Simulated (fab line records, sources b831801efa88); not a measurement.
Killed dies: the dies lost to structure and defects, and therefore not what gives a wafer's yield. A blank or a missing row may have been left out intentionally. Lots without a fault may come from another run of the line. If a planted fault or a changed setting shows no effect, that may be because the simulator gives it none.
fab line records    flow sfq_line
record: lots: 15  wafers: 45  last_day: 77
route steps=325 shown R5@226 C5@246 M7@293 I7@309
lots that met no fault: from a run of the same line without faults
start_h: hours from the record's opening day to when the first of the lot's shown wafers began    wait_h: how many hours have passed since the lot's step before this one    " identical to the entry in the row above    L1.1+2: a row that stands for several wafers    - value missing, or start not given    * or withheld: withheld    < > ~ a bound
route shown NAME@n: a module of which the file shows steps, and the number in the route of the first    usual: average and standard deviation across the fault-free wafers    same: alike in all rows    chamber/n: place in a boat    sites: the reading at each site    _std_site: the values' standard deviation    _edge_site: inner sites' mean taken away from outer sites' mean    radius_mm: how far each site lies from the wafer's centre    mask NAME#n: copy n    behind: the last tool/chamber to shape the wafer    hold: why the lot was held/for how many hours/how that ended    device: transistor that didn't switch, given as n, p or np    end of line: the same wafers' tests at the end of the route    step lacking rows: just its recipe    killed: at the first sort, the dies lost to defects and structure; wafer yield is something else    map: the dies of a wafer, with x for killed, . for not killed, _ for no die there
set.NAME: the setting the step ran with; set.NAME@STEP: the setting that earlier step ran with    model.NAME: the simulator's own value behind a step, which no gauge read
route steps across a sampled set of lots; one table per step, one row per wafer
services: from which hour (start_h, from the record's first day; less than 0 if before it) a tool's chamber was out of use, for how many hours, and why
== steps ==
step: SFQ_TRILAYER_R5_STRIP_STRIP_140
recipe: gas: O2  power_w: 200  platen_temp_c: 40  overash_fraction: 0.65  chemistry: O2  pressure_mtorr: 50
usual: drypump_motor_current_A: 5.8/0.38  he_backside_leak_sccm: 3.45/0.27  oes_product_au: 1.002/0.013
lot.wafer  tool          chamber  start_h  wait_h  drypump_motor_current_A  he_backside_leak_sccm  oes_product_au  rf_hours_counter_h
L841.2     rie_metal-01  1        1224.55  0.0     5.9                      3.12                   0.996           27
L841.3     "             1        "        "       5.8                      3.24                   0.982           -
L841.5     "             1        "        "       5.8                      3.28                   1.003           -
L842.2     rie_metal-04  1        1226.95  0.0     5.8                      3.59                   1.012           112
L842.4     "             1        "        "       5.8                      3.29                   1.010           -
L842.6     "             0        "        "       6.0                      3.52                   1.013           -
L843.1     rie_metal-01  1        1230.55  0.0     5.8                      3.09                   0.994           29
L843.3     "             0        "        "       5.0                      3.69                   0.995           -
L843.6     "             0        "        "       5.0                      3.87                   0.993           -
L846.1     rie_metal-04  1        1254.55  0.0     5.8                      3.59                   1.002           117
L846.2     "             0        "        "       6.0                      3.41                   0.989           134
L846.3     "             1        "        "       5.9                      3.65                   1.012           -
L847.2     rie_metal-02  0        1267.30  0.0     6.3                      2.99                   1.025           14
L847.3     "             1        "        "       5.6                      3.42                   0.990           -
L847.5     "             1        "        "       5.6                      3.54                   0.995           -
L848.1     rie_metal-04  1        1270.90  0.0     5.8                      3.43                   1.011           119
L848.2     "             0        "        "       6.0                      3.31                   0.994           136
L848.6     "             1        "        "       5.8                      3.40                   1.015           -
L853.2     rie_metal-01  1        1314.22  0.3     5.8                      3.58                   0.991           -
L853.5     "             1        "        "       5.8                      3.22                   0.996           -
L853.6     "             1        "        "       5.8                      3.43                   0.997           -
L854.2     rie_metal-04  1        1323.60  0.0     5.8                      3.48                   1.015           130
L854.4     "             0        "        "       6.0                      3.35                   0.994           -
L854.6     "             1        "        "       5.8                      3.43                   1.017           -
L855.1     rie_metal-02  0        1326.00  0.0     6.4                      3.13                   1.001           25
L855.5     "             1        "        "       5.6                      3.62                   0.987           -
L855.6     "             0        "        "       6.3                      3.21                   1.013           -
L858.3     rie_metal-04  1        1343.00  0.2     5.8                      3.55                   1.028           -
L858.5     "             1        "        "       5.8                      3.51                   1.034           -
L858.6     "             0        "        "       6.0                      3.46                   1.015           -
L860.1     rie_metal-01  1        1360.01  0.0     5.8                      3.14                   0.987           56
L860.2     "             0        "        "       5.0                      3.59                   0.991           62
L860.5     "             1        "        "       5.8                      3.27                   0.986           -
L861.2     rie_metal-02  1        1361.21  0.0     5.6                      3.54                   1.001           46
L861.3     "             0        "        "       6.3                      3.67                   1.017           -
L861.5     "             1        "        "       5.6                      3.63                   0.992           -
L862.1     rie_metal-02  1        1368.41  0.0     5.6                      3.62                   0.990           48
L862.4     "             1        "        "       5.6                      3.54                   0.999           -
L862.5     "             1        "        "       5.6                      3.70                   1.008           -
L863.4     rie_metal-04  1        1371.12  0.3     5.8                      3.53                   1.033           -
L863.5     "             0        "        "       6.0                      3.41                   1.000           -
L863.6     "             1        "        "       5.8                      3.62                   1.021           -
L864.2     rie_metal-04  0        1373.21  0.0     6.0                      3.69                   0.999           156
L864.5     "             0        "        "       6.0                      3.48                   1.002           -
L864.6     "             1        "        "       5.8                      3.69                   1.021           -
step: SFQ_C5_OVL_MEAS_937
usual: C5_OVL: 4/6.6
lot.wafer  tool        chamber  start_h  wait_h  C5_OVL[nm]
L841.2     overlay-02  -        1351.05  0.1     0
L841.3     "           -        "        "       4
L841.5     "           -        "        "       4
L842.2     overlay-01  -        1357.46  0.1     3
L842.4     "           -        "        "       3
L842.6     "           -        "        "       6
L843.1     overlay-01  -        1363.46  0.1     8
L843.3     "           -        "        "       4
L843.6     "           -        "        "       7
L846.1     overlay-01  -        1393.88  0.1     0
L846.2     "           -        "        "       0
L846.3     "           -        "        "       4
L847.2     overlay-01  -        1405.88  0.1     3
L847.3     "           -        "        "       -1
L847.5     "           -        "        "       -4
L848.1     overlay-01  -        1409.48  0.1     10
L848.2     "           -        "        "       11
L848.6     "           -        "        "       10
L853.2     overlay-02  -        1449.63  0.1     9
L853.5     "           -        "        "       12
L853.6     "           -        "        "       9
L854.2     overlay-02  -        1458.03  0.1     18
L854.4     "           -        "        "       14
L854.6     "           -        "        "       17
L855.1     overlay-01  -        1461.63  0.1     2
L855.5     "           -        "        "       -1
L855.6     "           -        "        "       -6
L858.3     overlay-01  -        1482.64  0.1     0
L858.5     "           -        "        "       -5
L858.6     "           -        "        "       -1
L860.1     overlay-02  -        1498.33  0.1     -10
L860.2     "           -        "        "       -18
L860.5     "           -        "        "       -5
L861.2     overlay-02  -        1500.73  0.1     3
L861.3     "           -        "        "       15
L861.5     "           -        "        "       10
L862.1     overlay-02  -        1507.93  0.1     7
L862.4     "           -        "        "       7
L862.5     "           -        "        "       3
L863.4     overlay-01  -        1510.35  0.1     0
L863.5     "           -        "        "       3
L863.6     "           -        "        "       2
L864.2     overlay-02  -        1515.13  0.1     6
L864.5     "           -        "        "       -4
L864.6     "           -        "        "       3
step: SFQ_TRILAYER_M7_ETCH_METAL_ETCH_180
recipe: target: Nb  stop_on: SiO2  mask_material: PR  chemistry: Cl2/Ar  target_depth_nm: 240  icp_w: 600  bias_w: 80  pressure_mtorr: 10  time_s: 120
usual: bias_w: 80.04/0.22  drypump_motor_current_A: 5.6/0.47  he_backside_leak_sccm: 3.5/0.36  oes_product_au: 0.895/0.0075
lot.wafer  tool          chamber  start_h  wait_h  bias_w  drypump_motor_current_A  he_backside_leak_sccm  oes_product_au  rf_hours_counter_h
L841.2     rie_metal-01  1        1537.98  0.0     79.91   5.8                      3.4                    0.890           86
L841.3     "             1        "        "       80.28   5.8                      3.3                    0.907           -
L841.5     "             1        "        "       80.36   5.8                      3.4                    0.911           -
L842.2     rie_metal-01  1        1546.48  0.0     80.20   5.8                      3.3                    0.885           88
L842.4     "             0        "        "       79.70   5.0                      4.0                    0.898           -
L842.6     "             0        "        "       79.79   5.0                      3.8                    0.886           -
L843.1     rie_metal-01  1        1550.32  0.0     80.17   5.8                      3.6                    0.900           88
L843.3     "             1        "        "       79.82   5.9                      3.3                    0.913           -
L843.6     "             0        "        "       80.20   5.0                      3.7                    0.897           -
L846.1     rie_metal-02  0        1578.88  0.0     79.86   6.3                      3.2                    0.889           67
L846.2     "             1        "        "       80.05   5.6                      3.7                    0.895           85
L846.3     "             0        "        "       79.97   6.3                      3.4                    0.889           -
L847.2     rie_metal-03  0        1587.28  0.0     80.52   5.1                      3.6                    0.889           26
L847.3     "             0        "        "       80.01   5.1                      3.8                    0.906           -
L847.5     "             1        "        "       80.50   5.3                      3.3                    0.880           -
L848.1     rie_metal-02  0        1590.09  0.0     79.70   6.4                      3.4                    0.891           69
L848.2     "             1        "        "       80.00   5.6                      3.5                    0.901           87
L848.6     "             0        "        "       80.19   6.3                      3.1                    0.896           -
L853.2     rie_metal-02  1        1621.29  0.0     90.02   5.6                      3.7                    0.896           92
L853.5     "             1        "        "       90.31   5.6                      3.5                    0.899           -
L853.6     "             0        "        "       90.51   6.3                      3.5                    0.889           -
L854.2     rie_metal-02  0        1623.69  0.0     90.90   6.3                      3.1                    0.893           74
L854.4     "             1        "        "       90.61   5.6                      3.7                    0.899           -
L854.6     "             1        "        "       90.18   5.6                      3.5                    0.893           -
L855.1     rie_metal-02  1        1629.69  0.0     90.61   5.6                      3.8                    0.896           93
L855.5     "             1        "        "       90.80   5.6                      3.7                    0.892           -
L855.6     "             0        "        "       90.17   6.4                      3.4                    0.907           -
L858.3     rie_metal-01  1        1647.02  0.1     80.30   5.8                      3.4                    0.893           -
L858.5     "             0        "        "       80.35   5.0                      4.1                    0.890           -
L858.6     "             1        "        "       80.21   5.8                      3.5                    0.889           -
L860.1     rie_metal-03  0        1662.38  0.0     80.13   5.1                      3.6                    0.905           36
L860.2     "             1        "        "       80.25   5.3                      3.3                    0.889           23
L860.5     "             0        "        "       79.83   5.1                      3.6                    0.893           -
L861.2     rie_metal-03  1        1664.78  0.0     79.71   5.3                      3.3                    0.902           24
L861.3     "             1        "        "       79.68   5.3                      3.3                    0.898           -
L861.5     "             0        "        "       80.04   5.1                      3.6                    0.904           -
L862.1     rie_metal-01  1        1669.58  0.0     79.79   5.8                      3.4                    0.895           108
L862.4     "             1        "        "       80.21   5.8                      3.4                    0.897           -
L862.5     "             0        "        "       80.37   5.0                      3.8                    0.898           -
L863.4     rie_metal-03  1        1670.82  0.1     80.10   5.3                      3.3                    0.889           -
L863.5     "             1        "        "       80.19   5.3                      3.4                    0.900           -
L863.6     "             0        "        "       80.09   5.1                      3.5                    0.893           -
L864.2     rie_metal-01  1        1674.38  0.0     79.47   5.8                      3.6                    0.898           109
L864.5     "             1        "        "       80.17   5.9                      3.6                    0.900           -
L864.6     "             0        "        "       79.99   5.0                      4.0                    0.899           -
step: SFQ_TRILAYER_I7_VIA_STRIP_STRIP_191
recipe: gas: O2  power_w: 200  platen_temp_c: 40  overash_fraction: 0.65  chemistry: O2  pressure_mtorr: 50
usual: drypump_motor_current_A: 5.7/0.42  he_backside_leak_sccm: 3.4/0.35  oes_product_au: 1.009/0.012
lot.wafer  tool          chamber  start_h  wait_h  drypump_motor_current_A  he_backside_leak_sccm  oes_product_au  rf_hours_counter_h
L841.2     rie_metal-02  0        1635.44  -       6.3                      3.3                    0.997           76
L841.3     "             1        "        "       5.6                      3.7                    0.996           -
L841.5     "             1        "        "       5.6                      3.7                    1.003           -
L842.2     rie_metal-04  0        1645.04  -       6.0                      3.3                    1.030           22
L842.4     "             0        "        "       6.0                      3.3                    1.034           -
L842.6     "             0        "        "       6.0                      3.3                    1.022           -
L843.1     rie_metal-03  1        1646.24  -       5.3                      3.3                    0.999           21
L843.3     "             1        "        "       5.3                      3.3                    1.018           -
L843.6     "             0        "        "       5.1                      3.5                    1.015           -
L846.1     rie_metal-04  0        1678.74  -       6.0                      3.1                    1.034           29
L846.2     "             0        "        "       6.0                      3.3                    1.028           -
L846.3     "             0        "        "       6.0                      3.2                    1.032           -
L847.2     rie_metal-02  0        1687.14  -       6.3                      3.3                    1.026           84
L847.3     "             1        "        "       5.6                      3.5                    0.998           -
L847.5     "             0        "        "       6.4                      3.3                    1.016           -
L848.1     rie_metal-03  0        1690.74  -       5.1                      3.7                    0.996           42
L848.2     "             1        "        "       5.3                      3.3                    1.020           29
L848.6     "             0        "        "       5.1                      3.5                    1.007           -
L853.2     rie_metal-04  1        1725.63  -       5.8                      3.3                    0.992           16
L853.5     "             0        "        "       6.0                      3.2                    1.017           -
L853.6     "             1        "        "       5.9                      3.2                    0.996           -
L854.2     rie_metal-03  0        1726.83  -       5.1                      3.4                    1.022           48
L854.4     "             1        "        "       5.3                      3.4                    0.998           -
L854.6     "             0        "        "       5.1                      3.3                    1.015           -
L855.1     rie_metal-04  1        1730.43  -       5.8                      3.4                    0.997           17
L855.5     "             0        "        "       6.0                      3.4                    1.014           -
L855.6     "             1        "        "       5.8                      3.6                    1.000           -
L858.3     rie_metal-02  0        1742.63  -       6.3                      3.4                    1.008           -
L858.5     "             0        "        "       6.4                      3.3                    1.013           -
L858.6     "             1        "        "       5.6                      3.6                    0.996           -
L860.1     rie_metal-02  0        1754.43  -       6.3                      3.2                    1.000           93
L860.2     "             1        "        "       5.6                      3.6                    0.995           111
L860.5     "             0        "        "       6.3                      3.1                    0.986           -
L861.2     rie_metal-03  1        1758.03  -       5.3                      3.3                    1.000           38
L861.3     "             0        "        "       5.1                      3.7                    1.011           -
L861.5     "             0        "        "       5.1                      3.7                    1.017           -
L862.1     rie_metal-03  1        1762.12  -       5.3                      3.3                    0.997           39
L862.4     "             1        "        "       5.3                      3.3                    1.008           -
L862.5     "             0        "        "       5.1                      3.6                    1.022           -
L863.4     rie_metal-02  0        1763.52  -       6.4                      3.4                    1.002           -
L863.5     "             1        "        "       5.6                      3.7                    1.001           -
L863.6     "             0        "        "       6.4                      3.5                    0.997           -
L864.2     rie_metal-02  0        1768.95  -       6.4                      3.4                    1.011           94
L864.5     "             0        "        "       6.3                      3.1                    1.000           -
L864.6     "             1        "        "       5.6                      3.7                    0.990           -
== services ==
tool          chamber  start_h  hours  kind
rie_metal-02  0        1201.50  5.2    repair
rie_metal-04  -        1242.37  0.2    repair
rie_metal-03  -        1244.32  2.8    pm
rie_metal-01  0        1293.95  27.8   repair
rie_metal-02  -        1365.36  0.4    repair
rie_metal-02  0        1412.87  8.6    repair
rie_metal-01  1        1419.81  13.0   repair
rie_metal-04  -        1476.18  2.8    pm
rie_metal-01  0        1498.51  3.3    repair
rie_metal-03  1        1507.66  5.6    repair
rie_metal-01  -        1513.11  5.3    repair
rie_metal-04  -        1551.32  14.6   pm
rie_metal-02  -        1561.17  1.3    repair
rie_metal-01  -        1569.53  2.8    pm
rie_metal-04  -        1571.22  1.4    pm
rie_metal-03  0        1588.09  4.3    repair
rie_metal-03  1        1588.18  6.6    repair
rie_metal-03  -        1592.42  1.4    pm
rie_metal-02  -        1632.57  2.8    pm
rie_metal-01  1        1657.75  1.2    repair
rie_metal-04  1        1661.55  25.4   repair
rie_metal-04  -        1666.38  0.6    repair
rie_metal-01  0        1724.31  2.1    repair
rie_metal-01  -        1730.96  0.3    repair
== key ==
first_sign: step: SFQ_TRILAYER_M7_ETCH_METAL_ETCH_180  reading: bias_w  direction: up  sigmas: 48  usual: 80.04  struck: 90.46
effect none on later readings
met_at SFQ_TRILAYER_M7_ETCH_METAL_ETCH_180
struck_lots L853,L854,L855
not_acting_at SFQ_TRILAYER_R5_STRIP_STRIP_140,SFQ_C5_OVL_MEAS_937,SFQ_TRILAYER_I7_VIA_STRIP_STRIP_191
onset_between 1590.09 1621.29
fault: kind: process_parameter_drift  tool: rie_metal-02  chamber: -  onset_h: 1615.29  steps: SFQ_TRILAYER_M7_ETCH_METAL_ETCH_180  channel: bias_w  offset: 10.289  shape: step  end_h: 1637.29  acts_in: these_recipes_only  stated: 80
